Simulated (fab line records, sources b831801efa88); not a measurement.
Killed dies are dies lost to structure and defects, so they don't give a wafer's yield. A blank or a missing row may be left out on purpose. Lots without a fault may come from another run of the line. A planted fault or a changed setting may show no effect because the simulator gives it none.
fab line records | flow sky130
record lots=6 wafers=18 last_day=50
route steps=708 shown CONTACT@429 METAL1@434 PAD_OPEN@708
lots that met no fault: from a run of the same line without faults
start_h: hours from the record's first day to the start of the lot's first wafer shown | wait_h: hours since the lot's step before | " the same as in the row above | L1.1+2: a row that stands for several wafers | - no value, or no start given | * or withheld: withheld | < > ~ a bound
route shown NAME@n: a module of which the file shows steps, and the number in the route of the first | usual: mean/standard deviation of fault-free wafers | same: alike in all rows | chamber/n: place in a boat | sites: the reading at each site | _std_site: their standard deviation | _edge_site: outer sites' mean less inner sites' | radius_mm: how far each site lies from the wafer's centre | mask NAME#n: copy n | behind: the tool/chamber that last shaped the wafer | hold: why the lot was held/for how many hours/how that ended | device: the transistor (n, p or np) that didn't switch | end of line: the same wafers' tests at the end of the route | a step without rows: its recipe alone | killed: dies lost to structure and defects at the first sort, not the wafer's yield | map: a wafer's dies, x killed, . not, _ none there
set.NAME: the setting as run; set.NAME@STEP: as run at that earlier step | model.NAME: the simulator's own value behind a step, which no gauge read
lots at some steps of the route; a table a step, a row a wafer
services: from which hour (start_h, from the record's first day; less than 0 if before it) a tool's chamber was out of use, for how many hours, and why
## steps
# step SKY_CONTACT_SPUTTER_23
# recipe material=TiN target_thk_nm=20 chamber_pressure_pa=5 power_w=4000 time_s=80
# usual throttle_valve_pct=30.1/0.77
# columns lot.wafer tool chamber start_h wait_h throttle_valve_pct
L240.1 pvd_sputter-02 - 778.18 0.0 27.2
L240.3 " - " " 30.0
L240.4 " - " " 28.4
L243.1 pvd_sputter-01 - 808.83 0.0 29.9
L243.3 " - " " 30.4
L243.5 " - " " 29.4
L249.1 pvd_sputter-03 - 853.49 0.0 30.2
L249.4 " - " " 29.8
L249.6 " - " " 30.3
L251.3 pvd_sputter-01 - 866.83 0.0 29.7
L251.4 " - " " 30.0
L251.5 " - " " 31.1
L252.2 pvd_sputter-03 - 874.23 0.0 30.4
L252.3 " - " " 30.0
L252.6 " - " " 30.9
L254.1 pvd_sputter-02 - 892.35 0.0 27.2
L254.3 " - " " 30.0
L254.5 " - " " 28.4
# step SKY_CONTACT_CVD_24
# recipe material=W target_thk_nm=340 time_s=102.12 temp_c=400 pressure_torr=40
# usual heater_power_w=834/95
# columns lot.wafer tool chamber start_h wait_h heater_power_w
L240.1 cvd_w-01 0 778.24 0.0 927
L240.3 " 0 " " 946
L240.4 " 1 " " 754
L243.1 cvd_w-01 1 808.89 0.0 733
L243.3 " 1 " " 737
L243.5 " 1 " " 756
L249.1 cvd_w-02 1 853.55 0.0 739
L249.4 " 1 " " 746
L249.6 " 0 " " 900
L251.3 cvd_w-01 0 866.93 0.1 931
L251.4 " 1 " " 749
L251.5 " 1 " " 766
L252.2 cvd_w-02 1 874.29 0.0 765
L252.3 " 0 " " 886
L252.6 " 1 " " 739
L254.1 cvd_w-01 0 892.41 0.0 958
L254.3 " 1 " " 759
L254.5 " 0 " " 932
# step SKY_CONTACT_RS_MEAS_25
# recipe thk_meas_gauge=four-point-probe reads=W_of_CONTACT_CVD_24+TiN_of_CONTACT_SPUTTER_23
# usual CONTACT_W_RS=0.335/0.0045
# columns lot.wafer tool chamber start_h wait_h CONTACT_W_RS[ohm/sq]
L240.1 film_metro-04 - 778.35 0.1 0.335
L240.3 " - " " 0.333
L240.4 " - " " 0.338
L243.1 film_metro-01 - 809.00 0.1 0.335
L243.3 " - " " 0.341
L243.5 " - " " 0.339
L249.1 film_metro-01 - 853.66 0.1 0.328
L249.4 " - " " 0.328
L249.6 " - " " 0.335
L251.3 film_metro-01 - 867.04 0.1 0.331
L251.4 " - " " 0.338
L251.5 " - " " 0.336
L252.2 film_metro-01 - 874.42 0.1 0.331
L252.3 " - " " 0.338
L252.6 " - " " 0.330
L254.1 film_metro-02 - 892.52 0.1 0.339
L254.3 " - " " 0.342
L254.5 " - " " 0.337
# step SKY_CONTACT_THK_MEAS_26
# recipe thk_meas_gauge=xrf reads=W_of_CONTACT_CVD_24
# usual CONTACT_W_THK=343/6.1
# columns lot.wafer tool chamber start_h wait_h CONTACT_W_THK[nm]
L240.1 film_metro-04 - 778.47 0.1 341
L240.3 " - " " 347
L240.4 " - " " 339
L243.1 film_metro-01 - 809.12 0.1 338
L243.3 " - " " 337
L243.5 " - " " 337
L249.1 film_metro-01 - 853.78 0.1 347
L249.4 " - " " 349
L249.6 " - " " 342
L251.3 film_metro-01 - 867.14 0.1 342
L251.4 " - " " 335
L251.5 " - " " 339
L252.2 film_metro-01 - 874.53 0.1 343
L252.3 " - " " 337
L252.6 " - " " 346
L254.1 film_metro-02 - 892.64 0.1 346
L254.3 " - " " 338
L254.5 " - " " 345
# step SKY_CONTACT_CMP_27
# recipe stop_on=SiO2 t_overpolish_s=15 down_force_psi=3.5 platen_rpm=60 target_thk_nm=0 pad_velocity_m_s=0.94248
# step SKY_METAL1_SPUTTER_00
# recipe material=Ti target_thk_nm=15 power_w=3000 time_s=10 chamber_pressure_pa=0.4
# usual throttle_valve_pct=30.0/0.68
# columns lot.wafer tool chamber start_h wait_h throttle_valve_pct
L240.1 pvd_sputter-01 - 778.83 0.2 31.0
L240.3 " - " " 29.7
L240.4 " - " " 29.8
L243.1 pvd_sputter-03 - 809.48 0.1 30.4
L243.3 " - " " 30.0
L243.5 " - " " 30.7
L249.1 pvd_sputter-04 - 854.14 0.1 29.0
L249.4 " - " " 29.6
L249.6 " - " " 29.2
L251.3 pvd_sputter-01 - 867.48 0.2 30.4
L251.4 " - " " 30.9
L251.5 " - " " 29.9
L252.2 pvd_sputter-04 - 874.88 0.1 29.3
L252.3 " - " " 30.9
L252.6 " - " " 30.7
L254.1 pvd_sputter-03 - 893.00 0.2 29.8
L254.3 " - " " 30.4
L254.5 " - " " 30.2
# step SKY_METAL1_SPUTTER_01
# recipe material=TiN target_thk_nm=20 power_w=6500 time_s=16.7 chamber_pressure_pa=0.4
# usual throttle_valve_pct=30.0/0.66
# columns lot.wafer tool chamber start_h wait_h throttle_valve_pct
L240.1 pvd_sputter-01 - 778.85 0.0 30.9
L240.3 " - " " 29.9
L240.4 " - " " 29.6
L243.1 pvd_sputter-03 - 809.50 0.0 30.4
L243.3 " - " " 29.8
L243.5 " - " " 30.7
L249.1 pvd_sputter-04 - 854.16 0.0 28.9
L249.4 " - " " 29.3
L249.6 " - " " 29.3
L251.3 pvd_sputter-01 - 867.50 0.0 30.7
L251.4 " - " " 31.3
L251.5 " - " " 29.9
L252.2 pvd_sputter-04 - 874.90 0.0 29.5
L252.3 " - " " 30.6
L252.6 " - " " 30.7
L254.1 pvd_sputter-03 - 893.02 0.0 30.0
L254.3 " - " " 30.5
L254.5 " - " " 30.3
# step SKY_METAL1_SPUTTER_02
# recipe material=AlCu target_thk_nm=250 power_w=10600 time_s=13.3 chamber_pressure_pa=0.4
# usual throttle_valve_pct=30.0/0.69
# columns lot.wafer tool chamber start_h wait_h throttle_valve_pct
L240.1 pvd_sputter-01 - 778.88 0.0 30.9
L240.3 " - " " 29.9
L240.4 " - " " 29.3
L243.1 pvd_sputter-03 - 809.53 0.0 30.2
L243.3 " - " " 30.2
L243.5 " - " " 30.5
L249.1 pvd_sputter-04 - 854.18 0.0 28.9
L249.4 " - " " 29.6
L249.6 " - " " 29.4
L251.3 pvd_sputter-01 - 867.53 0.0 30.4
L251.4 " - " " 31.2
L251.5 " - " " 29.6
L252.2 pvd_sputter-04 - 874.93 0.0 29.4
L252.3 " - " " 30.8
L252.6 " - " " 30.8
L254.1 pvd_sputter-03 - 893.05 0.0 29.8
L254.3 " - " " 30.2
L254.5 " - " " 30.5
# step SKY_METAL1_SPUTTER_03
# recipe material=Ti target_thk_nm=5 power_w=3000 time_s=3.3 chamber_pressure_pa=0.4
# step SKY_METAL1_SPUTTER_04
# recipe material=TiN target_thk_nm=70 power_w=6500 time_s=58.3 chamber_pressure_pa=0.4
# step SKY_METAL1_RS_MEAS_05
# recipe thk_meas_gauge=four-point-probe reads=TiN_of_METAL1_SPUTTER_04+Ti_of_METAL1_SPUTTER_03+AlCu_of_METAL1_SPUTTER_02+TiN_of_METAL1_SPUTTER_01+Ti_of_METAL1_SPUTTER_00
# usual METAL1_ALCU_RS=0.1274/0.0012
# columns lot.wafer tool chamber start_h wait_h METAL1_ALCU_RS[ohm/sq]
L240.1 film_metro-01 - 778.97 0.0 0.1261
L240.3 " - " " 0.1272
L240.4 " - " " 0.1264
L243.1 film_metro-04 - 809.62 0.0 0.1283
L243.3 " - " " 0.1288
L243.5 " - " " 0.1286
L249.1 film_metro-04 - 854.28 0.0 0.1282
L249.4 " - " " 0.1285
L249.6 " - " " 0.1272
L251.3 film_metro-01 - 867.66 0.1 0.1290
L251.4 " - " " 0.1272
L251.5 " - " " 0.1261
L252.2 film_metro-01 - 875.04 0.0 0.1273
L252.3 " - " " 0.1288
L252.6 " - " " 0.1289
L254.1 film_metro-04 - 893.14 0.0 0.1304
L254.3 " - " " 0.1274
L254.5 " - " " 0.1273
# step SKY_METAL1_THK_MEAS_06
# recipe thk_meas_gauge=xrf reads=AlCu_of_METAL1_SPUTTER_02
# usual METAL1_ALCU_THK=251.5/2.6
# columns lot.wafer tool chamber start_h wait_h METAL1_ALCU_THK[nm]
L240.1 film_metro-01 - 779.09 0.1 254.6
L240.3 " - " " 253.8
L240.4 " - " " 252.6
L243.1 film_metro-04 - 809.74 0.1 251.8
L243.3 " - " " 249.9
L243.5 " - " " 250.8
L249.1 film_metro-04 - 854.40 0.1 251.6
L249.4 " - " " 252.7
L249.6 " - " " 253.4
L251.3 film_metro-01 - 867.76 0.1 251.5
L251.4 " - " " 252.8
L251.5 " - " " 258.4
L252.2 film_metro-01 - 875.15 0.1 253.1
L252.3 " - " " 250.7
L252.6 " - " " 249.2
L254.1 film_metro-04 - 893.26 0.1 245.9
L254.3 " - " " 251.2
L254.5 " - " " 251.5
# step SKY_METAL1_DEHYDRATE_07
# recipe temp_c=200 time_s=60
# usual exhaust_pa=44.8/0.91 heater_power_total_W=160.38/0.13 plate_temp_C=200.00/0.16 run_length_s=89.07/0.18
# columns lot.wafer tool chamber start_h wait_h exhaust_pa heater_power_total_W plate_temp_C run_length_s
L240.1 litho_track-04 0 791.22 12.1 44.9 160.33 199.97 89.25
L240.3 " 0 " " 44.9 160.42 200.10 89.20
L240.4 " 0 " " 45.2 160.40 200.08 89.34
L243.1 litho_track-03 0 822.26 12.5 45.8 160.37 199.92 89.06
L243.3 " 0 " " 44.5 160.25 199.71 88.87
L243.5 " 0 " " 45.2 160.36 199.89 88.87
L249.1 litho_track-04 0 866.87 12.5 46.1 163.79 - 85.70
L249.4 " 0 " " 45.1 163.88 - 85.61
L249.6 " 0 " " 45.9 160.40 199.76 89.31
L251.3 litho_track-04 0 880.77 13.0 44.6 160.17 199.98 89.30
L251.4 " 0 " " 44.4 164.08 - 85.72
L251.5 " 0 " " 45.2 160.29 199.75 89.28
L252.2 litho_track-03 0 886.99 11.8 45.1 160.52 200.04 89.01
L252.3 " 0 " " 42.9 160.17 199.91 88.90
L252.6 " 0 " " 43.8 160.35 199.98 88.78
L254.1 litho_track-03 0 906.06 12.8 46.3 160.64 199.91 88.85
L254.3 " 0 " " 44.5 160.36 199.71 89.12
L254.5 " 0 " " 45.0 160.51 199.83 88.80
# step SKY_METAL1_HMDS_08
# recipe prime_time_s=60 prime_temp_c=120
# step SKY_PAD_OPEN_PROBE_99
# usual defect_limited_yield=82.3/1.8 killed_at_M0_to_M3=43/6 killed_at_M4_up=3.2/1.9 killed_at_contacts=25/5.4 killed_at_front_end=15/4.5 killed_at_other=0.3/0.59 killed_dies=87/8.7 killed_open=47/6.7 killed_short=39/5.7 sort_bin_3_pad_short=0.9/0.43 sort_bin_5_function=10.4/1.4 sort_bin_6_memory=6.4/1.2 sort_n_pass=405/8.7 sort_yield_pct=82.3/1.8
# same gross_dies=492 killed_at_back_side=0 sort_bin_4_leakage[%]=0 sort_bin_8_speed[%]=0
# columns lot.wafer tool chamber start_h wait_h defect_limited_yield[%] killed_at_M0_to_M3 killed_at_M4_up killed_at_contacts killed_at_front_end killed_at_other killed_dies killed_open killed_short sort_bin_3_pad_short[%] sort_bin_5_function[%] sort_bin_6_memory[%] sort_n_pass sort_yield_pct[%]
L240.1 prober-02 - 1108.90 0.1 82.1 41 8 22 17 0 88 56 32 1.2 10.4 6.3 404 82.1
L240.3 prober-02 - 1109.00 0.2 82.5 36 2 25 23 0 86 43 43 1.2 8.1 8.1 406 82.5
L240.4 prober-02 - 1109.05 0.2 80.1 50 2 30 15 1 98 51 47 0.8 10.8 8.3 394 80.1
L243.1 prober-01 - 1135.41 0.1 82.7 41 2 27 15 0 85 42 43 0.8 9.6 6.9 407 82.7
L243.3 prober-01 - 1135.51 0.2 83.7 35 4 23 18 0 80 42 38 0.4 10.8 5.1 412 83.7
L243.5 prober-01 - 1135.61 0.2 81.3 44 3 34 11 0 92 42 50 0.8 12.4 5.5 400 81.3
L249.1 prober-01 - 1166.43 0.1 80.9 46 2 36 10 0 94 54 40 0.8 10.8 7.5 398 80.9
L249.4 prober-01 - 1166.58 0.2 80.1 54 1 27 15 1 98 64 34 1.2 11.6 7.1 394 80.1
L249.6 prober-01 - 1166.68 0.2 82.7 41 2 32 10 0 85 53 32 0.8 10.4 6.1 407 82.7
L251.3 prober-01 - 1177.63 0.2 84.8 42 4 18 11 0 75 40 35 1.0 7.7 6.5 417 84.8
L251.4 prober-01 - 1177.68 0.2 84.8 38 1 26 10 0 75 40 35 0.8 7.1 7.3 417 84.8
L251.5 prober-01 - 1177.73 0.2 80.7 39 6 32 18 0 95 54 41 1.2 12.4 5.7 397 80.7
L252.2 prober-02 - 1179.08 0.1 87.0 37 0 20 7 0 64 34 30 0.8 6.9 5.3 428 87.0
L252.3 prober-02 - 1179.13 0.2 80.9 48 2 27 17 0 94 53 41 0.8 9.8 8.5 398 80.9
L252.6 prober-02 - 1179.28 0.2 82.5 35 4 31 16 0 86 44 42 1.8 9.1 6.5 406 82.5
L254.1 prober-02 - 1193.98 0.1 82.7 45 2 22 16 0 85 40 43 1.6 10.6 5.1 407 82.7
L254.3 prober-02 - 1194.08 0.2 82.1 42 4 25 17 0 88 47 41 1.0 11.6 5.3 404 82.1
L254.5 prober-02 - 1194.18 0.2 82.5 42 1 34 9 0 86 45 41 1.0 11.2 5.3 406 82.5
# killed by level:class
L240.1 CONTACT:geometric_particle:open=13 VIA1:geometric_particle:open=8 VIA3:geometric_particle:open=7 POLY_GATE:geometric_particle:open=5 METAL2:geometric_particle:short=5 CONTACT:geometric_particle:short=5 METAL1:geometric_particle:short=5 METAL4:geometric_particle:short=5
L240.3 CONTACT:geometric_particle:open=9 VIA2:geometric_particle:open=8 CONTACT:geometric_particle:short=5 VIA3:geometric_particle:open=5 VIA3:geometric_particle:short=5 FIELD_ISO:geometric_particle:open=4 POLY_GATE:geometric_particle:short=4 LI_CONTACT:geometric_particle:open=4
L240.4 LI_CONTACT:geometric_particle:open=9 CONTACT:geometric_particle:open=9 VIA3:geometric_particle:short=9 VIA1:geometric_particle:open=8 CONTACT:geometric_particle:short=8 VIA3:geometric_particle:open=6 FIELD_ISO:geometric_particle:open=5 METAL1:geometric_particle:short=5
L243.1 LI_CONTACT:geometric_particle:open=9 CONTACT:geometric_particle:open=8 VIA2:geometric_particle:short=6 VIA1:geometric_particle:short=6 VIA3:geometric_particle:short=6 VIA3:geometric_particle:open=6 CONTACT:geometric_particle:short=5 VIA1:geometric_particle:open=5
L243.3 CONTACT:geometric_particle:open=9 POLY_GATE:geometric_particle:short=7 VIA2:geometric_particle:open=7 VIA1:geometric_particle:open=6 VIA3:geometric_particle:open=6 FIELD_ISO:geometric_particle:open=4 METAL4:geometric_particle:short=4 LI_CONTACT:geometric_particle:open=4
L243.5 LI_CONTACT:geometric_particle:open=10 LOCAL_INTERCONNECT:geometric_particle:short=9 VIA1:geometric_particle:open=8 METAL1:geometric_particle:short=8 VIA1:geometric_particle:short=8 VIA3:geometric_particle:open=7 CONTACT:geometric_particle:open=6 CONTACT:geometric_particle:short=6
L249.1 CONTACT:geometric_particle:open=17 VIA1:geometric_particle:open=16 METAL2:geometric_particle:short=7 VIA3:geometric_particle:open=6 LI_CONTACT:geometric_particle:open=5 LI_CONTACT:geometric_particle:short=5 CONTACT:geometric_particle:short=4 VIA1:geometric_particle:short=4
L249.4 VIA1:geometric_particle:open=18 CONTACT:geometric_particle:open=13 VIA2:geometric_particle:open=12 LI_CONTACT:geometric_particle:open=6 VIA1:geometric_particle:short=6 METAL1:geometric_particle:short=5 FIELD_ISO:geometric_particle:open=4 POLY_GATE:geometric_particle:short=4
L249.6 CONTACT:geometric_particle:open=13 VIA1:geometric_particle:open=12 LOCAL_INTERCONNECT:geometric_particle:short=8 VIA3:geometric_particle:open=6 POLY_GATE:geometric_particle:open=5 VIA2:geometric_particle:open=5 CONTACT:geometric_particle:short=4 VIA1:geometric_particle:short=4
L251.3 VIA1:geometric_particle:open=7 VIA3:geometric_particle:open=7 VIA2:geometric_particle:open=6 VIA1:geometric_particle:short=6 METAL2:geometric_particle:short=6 FIELD_ISO:geometric_particle:short=5 LI_CONTACT:geometric_particle:open=5 CONTACT:geometric_particle:short=5
L251.4 CONTACT:geometric_particle:open=8 VIA1:geometric_particle:open=7 LOCAL_INTERCONNECT:geometric_particle:short=6 METAL1:geometric_particle:short=6 METAL2:geometric_particle:short=6 LI_CONTACT:geometric_particle:open=5 VIA3:geometric_particle:open=5 FIELD_ISO:geometric_particle:short=4
L251.5 CONTACT:geometric_particle:open=12 LI_CONTACT:geometric_particle:open=9 VIA1:geometric_particle:open=9 VIA1:geometric_particle:short=7 LI_CONTACT:geometric_particle:short=6 FIELD_ISO:geometric_particle:open=5 FIELD_ISO:geometric_particle:short=5 METAL4:geometric_particle:short=5
L252.2 CONTACT:geometric_particle:open=7 VIA1:geometric_particle:open=7 METAL1:geometric_particle:short=6 VIA3:geometric_particle:open=6 CONTACT:geometric_particle:short=5 VIA2:geometric_particle:open=5 FIELD_ISO:geometric_particle:short=4 LI_CONTACT:geometric_particle:short=3
L252.3 CONTACT:geometric_particle:open=10 METAL2:geometric_particle:short=9 METAL1:geometric_particle:open=8 VIA1:geometric_particle:open=7 LI_CONTACT:geometric_particle:short=6 VIA3:geometric_particle:open=6 VIA2:geometric_particle:open=6 METAL1:geometric_particle:short=5
L252.6 CONTACT:geometric_particle:short=9 LI_CONTACT:geometric_particle:open=8 CONTACT:geometric_particle:open=8 VIA1:geometric_particle:open=7 METAL3:geometric_particle:short=6 METAL1:geometric_particle:short=6 FIELD_ISO:geometric_particle:short=5 VIA3:geometric_particle:open=4
L254.1 VIA1:geometric_particle:open=13 VIA2:geometric_particle:open=8 LI_CONTACT:geometric_particle:open=7 POLY_GATE:geometric_particle:short=6 VIA1:geometric_particle:short=6 CONTACT:geometric_particle:short=5 CONTACT:geometric_particle:open=4 METAL1:geometric_particle:short=4
L254.3 VIA2:geometric_particle:open=9 CONTACT:geometric_particle:open=7 METAL1:geometric_particle:short=7 VIA1:geometric_particle:open=7 FIELD_ISO:geometric_particle:open=6 LI_CONTACT:geometric_particle:open=6 LOCAL_INTERCONNECT:geometric_particle:short=6 POLY_GATE:geometric_particle:short=4
L254.5 VIA1:geometric_particle:open=13 CONTACT:geometric_particle:open=13 VIA2:geometric_particle:open=6 LI_CONTACT:geometric_particle:short=6 CONTACT:geometric_particle:short=6 METAL1:geometric_particle:short=6 LI_CONTACT:geometric_particle:open=5 VIA2:geometric_particle:short=5
## services
# columns tool chamber start_h hours kind
pvd_sputter-01 - 756.69 4.0 repair
pvd_sputter-01 - 786.14 1.7 repair
cvd_w-02 - 787.52 1.6 repair
pvd_sputter-01 - 853.43 13.4 repair
pvd_sputter-02 - 863.63 7.7 repair
pvd_sputter-03 - 867.32 3.9 repair
cvd_w-01 - 886.48 0.6 repair
cvd_w-02 - 904.00 14.0 pm
cvd_w-02 0 904.00 14.0 vent_cycle
cvd_w-02 1 904.00 14.0 vent_cycle
## key
first_sign step=SKY_METAL1_DEHYDRATE_07 reading=heater_power_total_W direction=up sigmas=28 usual=* struck=*
effect step=SKY_METAL1_DEHYDRATE_07 reading=run_length_s direction=down sigmas=18 usual=* struck=*
met_at SKY_METAL1_DEHYDRATE_07
struck_wafers L249.1,L249.4,L251.4
onset_between 791.22 866.87
fault kind=process_parameter_drift tool=litho_track-04 chamber=- onset_h=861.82 steps=SKY_METAL1_DEHYDRATE_07 channel=time_s offset=* shape=step end_h=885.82 scope=struck_wafers_only acts_in=* stated=*
